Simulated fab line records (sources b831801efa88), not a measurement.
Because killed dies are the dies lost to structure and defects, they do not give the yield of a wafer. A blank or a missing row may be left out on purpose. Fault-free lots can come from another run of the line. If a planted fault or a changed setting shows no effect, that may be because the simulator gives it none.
fab line records / flow sky130
record lots=7 wafers=21 last_day=50
route steps=708 shown FIELD_ISO@1
lots that met no fault: from a run of the same line without faults
start_h: start of the lot's first displayed wafer, in hours after the record's first day / wait_h: hours elapsed since this lot's preceding step / " unchanged from the row above / L1.1+2: several wafers, shown together as one row / - no value present, or no start provided / * or withheld: withheld / < > ~ a bound
route shown NAME@n: names a module that has steps shown in the file, with the first one's number in the route / usual: the fault-free wafers' mean and standard deviation / same: alike in all rows / chamber/n: place in a boat / sites: each site's reading / _std_site: standard deviation of those values / _edge_site: inner sites' mean taken away from outer sites' mean / radius_mm: for every site, how far away it sits from the centre of the wafer / mask NAME#n: copy n / behind: the most recent tool/chamber to have shaped the wafer / hold: reason for holding the lot/hours on hold/outcome of the hold / device: the n, p or np transistor that did not switch / end of line: tests run on the same wafers once the route is complete / a step given without rows: its recipe and nothing more / killed: at the first sort, the dies lost to defects and structure; wafer yield is something else / map: dies across one wafer; x = killed, . = not, _ = none there
set.NAME: setting as actually run; set.NAME@STEP: the setting as run at that earlier step / model.NAME: the simulator's own value behind a step, which no gauge read
lots at some steps of the route; a table a step, a row a wafer
services: from which hour (start_h, from the record's first day; less than 0 if before it) a tool's chamber was out of use, for how many hours, and why
## steps
# step SKY_FIELD_ISO_BOW_MEAS_00
# recipe mode=bow
# usual INCOMING_BOW=0/6.6
lot.wafer=L865.3 tool=film_metro-04 chamber=- start_h=45.04 wait_h=- INCOMING_BOW[um]=-2
lot.wafer=L865.4 tool=film_metro-04 chamber=- start_h=45.04 wait_h=- INCOMING_BOW[um]=-10
lot.wafer=L865.6 tool=film_metro-04 chamber=- start_h=45.04 wait_h=- INCOMING_BOW[um]=-8
lot.wafer=L872.3 tool=film_metro-04 chamber=- start_h=80.04 wait_h=- INCOMING_BOW[um]=10
lot.wafer=L872.4 tool=film_metro-04 chamber=- start_h=80.04 wait_h=- INCOMING_BOW[um]=9
lot.wafer=L872.6 tool=film_metro-04 chamber=- start_h=80.04 wait_h=- INCOMING_BOW[um]=5
lot.wafer=L873.2 tool=film_metro-04 chamber=- start_h=85.02 wait_h=- INCOMING_BOW[um]=2
lot.wafer=L873.4 tool=film_metro-04 chamber=- start_h=85.02 wait_h=- INCOMING_BOW[um]=-4
lot.wafer=L873.5 tool=film_metro-04 chamber=- start_h=85.02 wait_h=- INCOMING_BOW[um]=1
lot.wafer=L874.2 tool=film_metro-04 chamber=- start_h=90.02 wait_h=- INCOMING_BOW[um]=6
lot.wafer=L874.4 tool=film_metro-04 chamber=- start_h=90.02 wait_h=- INCOMING_BOW[um]=-1
lot.wafer=L874.5 tool=film_metro-04 chamber=- start_h=90.02 wait_h=- INCOMING_BOW[um]=-2
lot.wafer=L875.3 tool=film_metro-04 chamber=- start_h=95.04 wait_h=- INCOMING_BOW[um]=3
lot.wafer=L875.5 tool=film_metro-04 chamber=- start_h=95.04 wait_h=- INCOMING_BOW[um]=-1
lot.wafer=L875.6 tool=film_metro-04 chamber=- start_h=95.04 wait_h=- INCOMING_BOW[um]=1
lot.wafer=L876.1 tool=film_metro-03 chamber=- start_h=100.00 wait_h=- INCOMING_BOW[um]=9
lot.wafer=L876.5 tool=film_metro-03 chamber=- start_h=100.00 wait_h=- INCOMING_BOW[um]=4
lot.wafer=L876.6 tool=film_metro-03 chamber=- start_h=100.00 wait_h=- INCOMING_BOW[um]=-6
lot.wafer=L880.3 tool=film_metro-04 chamber=- start_h=120.04 wait_h=- INCOMING_BOW[um]=-4
lot.wafer=L880.5 tool=film_metro-04 chamber=- start_h=120.04 wait_h=- INCOMING_BOW[um]=-15
lot.wafer=L880.6 tool=film_metro-04 chamber=- start_h=120.04 wait_h=- INCOMING_BOW[um]=-9
# step SKY_FIELD_ISO_OXIDATION_01
# recipe temp_c=900 ambient=O2 stabilise_s=600 purge_s=300 target_thk_a=120 ox_time_s=1843
# step SKY_FIELD_ISO_THK_MEAS_02
# recipe reads=SiO2_of_FIELD_ISO_OXIDATION_01
# usual FIELD_ISO_OXIDATION_00_THK=11.9/0.32
lot.wafer=L865.3 tool=film_metro-03 chamber=- start_h=47.72 wait_h=0.0 FIELD_ISO_OXIDATION_00_THK[nm]=11.7
lot.wafer=L865.4 tool=film_metro-03 chamber=- start_h=47.72 wait_h=0.0 FIELD_ISO_OXIDATION_00_THK[nm]=11.9
lot.wafer=L865.6 tool=film_metro-03 chamber=- start_h=47.72 wait_h=0.0 FIELD_ISO_OXIDATION_00_THK[nm]=11.7
lot.wafer=L872.3 tool=film_metro-04 chamber=- start_h=82.37 wait_h=0.0 FIELD_ISO_OXIDATION_00_THK[nm]=11.1
lot.wafer=L872.4 tool=film_metro-04 chamber=- start_h=82.37 wait_h=0.0 FIELD_ISO_OXIDATION_00_THK[nm]=11.1
lot.wafer=L872.6 tool=film_metro-04 chamber=- start_h=82.37 wait_h=0.0 FIELD_ISO_OXIDATION_00_THK[nm]=11.1
lot.wafer=L873.2 tool=film_metro-04 chamber=- start_h=86.74 wait_h=0.0 FIELD_ISO_OXIDATION_00_THK[nm]=11.4
lot.wafer=L873.4 tool=film_metro-04 chamber=- start_h=86.74 wait_h=0.0 FIELD_ISO_OXIDATION_00_THK[nm]=11.5
lot.wafer=L873.5 tool=film_metro-04 chamber=- start_h=86.74 wait_h=0.0 FIELD_ISO_OXIDATION_00_THK[nm]=11.4
lot.wafer=L874.2 tool=film_metro-04 chamber=- start_h=92.21 wait_h=0.0 FIELD_ISO_OXIDATION_00_THK[nm]=11.6
lot.wafer=L874.4 tool=film_metro-04 chamber=- start_h=92.21 wait_h=0.0 FIELD_ISO_OXIDATION_00_THK[nm]=11.8
lot.wafer=L874.5 tool=film_metro-04 chamber=- start_h=92.21 wait_h=0.0 FIELD_ISO_OXIDATION_00_THK[nm]=11.8
lot.wafer=L875.3 tool=film_metro-03 chamber=- start_h=96.95 wait_h=0.0 FIELD_ISO_OXIDATION_00_THK[nm]=11.8
lot.wafer=L875.5 tool=film_metro-03 chamber=- start_h=96.95 wait_h=0.0 FIELD_ISO_OXIDATION_00_THK[nm]=11.9
lot.wafer=L875.6 tool=film_metro-03 chamber=- start_h=96.95 wait_h=0.0 FIELD_ISO_OXIDATION_00_THK[nm]=11.8
lot.wafer=L876.1 tool=film_metro-03 chamber=- start_h=101.63 wait_h=0.0 FIELD_ISO_OXIDATION_00_THK[nm]=12.2
lot.wafer=L876.5 tool=film_metro-03 chamber=- start_h=101.63 wait_h=0.0 FIELD_ISO_OXIDATION_00_THK[nm]=12.2
lot.wafer=L876.6 tool=film_metro-03 chamber=- start_h=101.63 wait_h=0.0 FIELD_ISO_OXIDATION_00_THK[nm]=12.3
lot.wafer=L880.3 tool=film_metro-04 chamber=- start_h=125.49 wait_h=0.0 FIELD_ISO_OXIDATION_00_THK[nm]=12.4
lot.wafer=L880.5 tool=film_metro-04 chamber=- start_h=125.49 wait_h=0.0 FIELD_ISO_OXIDATION_00_THK[nm]=12.3
lot.wafer=L880.6 tool=film_metro-04 chamber=- start_h=125.49 wait_h=0.0 FIELD_ISO_OXIDATION_00_THK[nm]=12.4
# step SKY_FIELD_ISO_CVD_03
# recipe material=Si3N4 precursor=DCS/NH3 target_thk_nm=165 temp_c=770 time_s=2830 pressure_mtorr=250
# step SKY_FIELD_ISO_THK_MEAS_04
# recipe reads=Si3N4_of_FIELD_ISO_CVD_03
# usual FIELD_ISO_CVD_03_THK=165.3/1.8
lot.wafer=L865.3 tool=film_metro-04 chamber=- start_h=50.49 wait_h=0.0 FIELD_ISO_CVD_03_THK[nm]=163.0
lot.wafer=L865.4 tool=film_metro-04 chamber=- start_h=50.49 wait_h=0.0 FIELD_ISO_CVD_03_THK[nm]=163.1
lot.wafer=L865.6 tool=film_metro-04 chamber=- start_h=50.49 wait_h=0.0 FIELD_ISO_CVD_03_THK[nm]=163.9
lot.wafer=L872.3 tool=film_metro-03 chamber=- start_h=84.92 wait_h=0.0 FIELD_ISO_CVD_03_THK[nm]=164.4
lot.wafer=L872.4 tool=film_metro-03 chamber=- start_h=84.92 wait_h=0.0 FIELD_ISO_CVD_03_THK[nm]=164.3
lot.wafer=L872.6 tool=film_metro-03 chamber=- start_h=84.92 wait_h=0.0 FIELD_ISO_CVD_03_THK[nm]=162.5
lot.wafer=L873.2 tool=film_metro-03 chamber=- start_h=88.95 wait_h=0.0 FIELD_ISO_CVD_03_THK[nm]=168.8
lot.wafer=L873.4 tool=film_metro-03 chamber=- start_h=88.95 wait_h=0.0 FIELD_ISO_CVD_03_THK[nm]=167.4
lot.wafer=L873.5 tool=film_metro-03 chamber=- start_h=88.95 wait_h=0.0 FIELD_ISO_CVD_03_THK[nm]=167.4
lot.wafer=L874.2 tool=film_metro-03 chamber=- start_h=94.06 wait_h=0.0 FIELD_ISO_CVD_03_THK[nm]=166.1
lot.wafer=L874.4 tool=film_metro-03 chamber=- start_h=94.06 wait_h=0.0 FIELD_ISO_CVD_03_THK[nm]=167.3
lot.wafer=L874.5 tool=film_metro-03 chamber=- start_h=94.06 wait_h=0.0 FIELD_ISO_CVD_03_THK[nm]=167.4
lot.wafer=L875.3 tool=film_metro-03 chamber=- start_h=101.11 wait_h=0.0 FIELD_ISO_CVD_03_THK[nm]=168.0
lot.wafer=L875.5 tool=film_metro-03 chamber=- start_h=101.11 wait_h=0.0 FIELD_ISO_CVD_03_THK[nm]=168.4
lot.wafer=L875.6 tool=film_metro-03 chamber=- start_h=101.11 wait_h=0.0 FIELD_ISO_CVD_03_THK[nm]=168.5
lot.wafer=L876.1 tool=film_metro-03 chamber=- start_h=103.48 wait_h=0.0 FIELD_ISO_CVD_03_THK[nm]=165.9
lot.wafer=L876.5 tool=film_metro-03 chamber=- start_h=103.48 wait_h=0.0 FIELD_ISO_CVD_03_THK[nm]=166.7
lot.wafer=L876.6 tool=film_metro-03 chamber=- start_h=103.48 wait_h=0.0 FIELD_ISO_CVD_03_THK[nm]=165.6
lot.wafer=L880.3 tool=film_metro-03 chamber=- start_h=127.33 wait_h=0.0 FIELD_ISO_CVD_03_THK[nm]=167.2
lot.wafer=L880.5 tool=film_metro-03 chamber=- start_h=127.33 wait_h=0.0 FIELD_ISO_CVD_03_THK[nm]=166.0
lot.wafer=L880.6 tool=film_metro-03 chamber=- start_h=127.33 wait_h=0.0 FIELD_ISO_CVD_03_THK[nm]=167.2
# step SKY_FIELD_ISO_DEHYDRATE_05
# recipe temp_c=200 time_s=60
# step SKY_FIELD_ISO_HMDS_06
# recipe prime_time_s=60 prime_temp_c=120
# step SKY_FIELD_ISO_COAT_07
# recipe resist=BARC temp_c=withheld time_s=withheld spin_rpm=3000 resist_thk_nm=60
# step SKY_FIELD_ISO_COAT_08
# recipe resist=KrF-thick spin_rpm=3000 resist_thk_nm=450
# step SKY_FIELD_ISO_SOFTBAKE_09
# recipe temp_c=100 time_s=90 resist=KrF-thick
# step SKY_FIELD_ISO_EXPOSE_10
# recipe mask_id=FOM na=0.68 source_shape=annular sigma_inner=0.4 sigma_outer=0.8 target_cd_nm=150 dose_mj=28
# usual exposure_dose_mJ_cm2=27.98/0.033 focus_offset_nm=0.1/0.55
lot.wafer=L865.3 tool=krf_scanner-02 chamber=0 start_h=58.69 wait_h=- mask=FOM#0 exposure_dose_mJ_cm2=28.00 focus_offset_nm=-0.1
lot.wafer=L865.4 tool=krf_scanner-02 chamber=0 start_h=58.69 wait_h=- mask=FOM#0 exposure_dose_mJ_cm2=27.99 focus_offset_nm=0.3
lot.wafer=L865.6 tool=krf_scanner-02 chamber=0 start_h=58.69 wait_h=- mask=FOM#0 exposure_dose_mJ_cm2=27.96 focus_offset_nm=0.1
lot.wafer=L872.3 tool=krf_scanner-02 chamber=0 start_h=93.86 wait_h=- mask=FOM#0 exposure_dose_mJ_cm2=27.97 focus_offset_nm=-0.4
lot.wafer=L872.4 tool=krf_scanner-02 chamber=0 start_h=93.86 wait_h=- mask=FOM#0 exposure_dose_mJ_cm2=28.00 focus_offset_nm=-0.8
lot.wafer=L872.6 tool=krf_scanner-02 chamber=0 start_h=93.86 wait_h=- mask=FOM#0 exposure_dose_mJ_cm2=27.94 focus_offset_nm=-1.1
lot.wafer=L873.2 tool=krf_scanner-01 chamber=- start_h=97.79 wait_h=- mask=FOM#0 exposure_dose_mJ_cm2=- focus_offset_nm=-
lot.wafer=L873.4 tool=krf_scanner-01 chamber=- start_h=97.79 wait_h=- mask=FOM#0 exposure_dose_mJ_cm2=- focus_offset_nm=-
lot.wafer=L873.5 tool=krf_scanner-01 chamber=- start_h=97.79 wait_h=- mask=FOM#0 exposure_dose_mJ_cm2=- focus_offset_nm=-
lot.wafer=L874.2 tool=krf_scanner-02 chamber=- start_h=103.07 wait_h=- mask=FOM#0 exposure_dose_mJ_cm2=- focus_offset_nm=-
lot.wafer=L874.4 tool=krf_scanner-02 chamber=- start_h=103.07 wait_h=- mask=FOM#0 exposure_dose_mJ_cm2=- focus_offset_nm=-
lot.wafer=L874.5 tool=krf_scanner-02 chamber=- start_h=103.07 wait_h=- mask=FOM#0 exposure_dose_mJ_cm2=- focus_offset_nm=-
lot.wafer=L875.3 tool=krf_scanner-02 chamber=- start_h=110.84 wait_h=- mask=FOM#0 exposure_dose_mJ_cm2=- focus_offset_nm=-
lot.wafer=L875.5 tool=krf_scanner-02 chamber=- start_h=110.84 wait_h=- mask=FOM#0 exposure_dose_mJ_cm2=- focus_offset_nm=-
lot.wafer=L875.6 tool=krf_scanner-02 chamber=- start_h=110.84 wait_h=- mask=FOM#0 exposure_dose_mJ_cm2=- focus_offset_nm=-
lot.wafer=L876.1 tool=krf_scanner-02 chamber=0 start_h=113.67 wait_h=- mask=FOM#0 exposure_dose_mJ_cm2=27.98 focus_offset_nm=-0.7
lot.wafer=L876.5 tool=krf_scanner-02 chamber=0 start_h=113.67 wait_h=- mask=FOM#0 exposure_dose_mJ_cm2=27.95 focus_offset_nm=0.5
lot.wafer=L876.6 tool=krf_scanner-02 chamber=0 start_h=113.67 wait_h=- mask=FOM#0 exposure_dose_mJ_cm2=27.95 focus_offset_nm=0.2
lot.wafer=L880.3 tool=krf_scanner-02 chamber=0 start_h=136.91 wait_h=- mask=FOM#0 exposure_dose_mJ_cm2=27.98 focus_offset_nm=0.6
lot.wafer=L880.5 tool=krf_scanner-02 chamber=0 start_h=136.91 wait_h=- mask=FOM#0 exposure_dose_mJ_cm2=27.99 focus_offset_nm=-0.4
lot.wafer=L880.6 tool=krf_scanner-02 chamber=0 start_h=136.91 wait_h=- mask=FOM#0 exposure_dose_mJ_cm2=27.98 focus_offset_nm=-1.0
# step SKY_FIELD_ISO_PEB_11
# recipe peb_temp_c=withheld peb_time_s=withheld resist=KrF-thick
## services
tool=krf_scanner-02 chamber=0 start_h=40.75 hours=- kind=calibration
tool=krf_scanner-02 chamber=- start_h=44.16 hours=1.1 kind=repair
tool=krf_scanner-02 chamber=- start_h=48.49 hours=0.4 kind=repair
tool=krf_scanner-01 chamber=- start_h=50.12 hours=0.8 kind=pm
tool=krf_scanner-02 chamber=- start_h=94.63 hours=1.0 kind=pm
tool=krf_scanner-02 chamber=- start_h=106.93 hours=0.2 kind=repair
tool=krf_scanner-01 chamber=- start_h=111.41 hours=1.0 kind=repair
tool=krf_scanner-01 chamber=0 start_h=119.15 hours=- kind=calibration
## key
first_sign step=SKY_FIELD_ISO_EXPOSE_10 reading=tool_record direction=missing
effect none on later readings
met_at SKY_FIELD_ISO_EXPOSE_10
struck_wafers L873.2,L873.4,L873.5,L874.2,L874.4,L874.5,L875.3,L875.5,L875.6
later_rows_left_out L873.2,L873.4,L873.5,L874.2,L874.4,L874.5,L875.3,L875.5,L875.6
sort_left_out L873.2,L873.4,L873.5,L874.2,L874.4,L874.5,L875.3,L875.5,L875.6
tester_left_out L873,L874,L875
onset_between 93.86 97.79
fault kind=skipped_step_whole tool=krf_scanner-01,krf_scanner-02 chamber=- onset_h=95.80 steps=SKY_FIELD_ISO_EXPOSE_10 scope=struck_lots_only
# tester_left_out: of these lots the tester's yield and bins aren't shown, on N5 and GAA mostly nor the transistor test; their killed dies are dies lost to structure and defects alone, not to doping, threshold or leakage, so they don't give the yield
# sort_left_out: the simulated sort isn't trusted on such a fault, so these wafers' sort isn't shown, and their yield isn't known
# later_rows_left_out: the simulator's readings of these wafers behind a module that went badly wrong aren't trusted and aren't shown, but for the sort
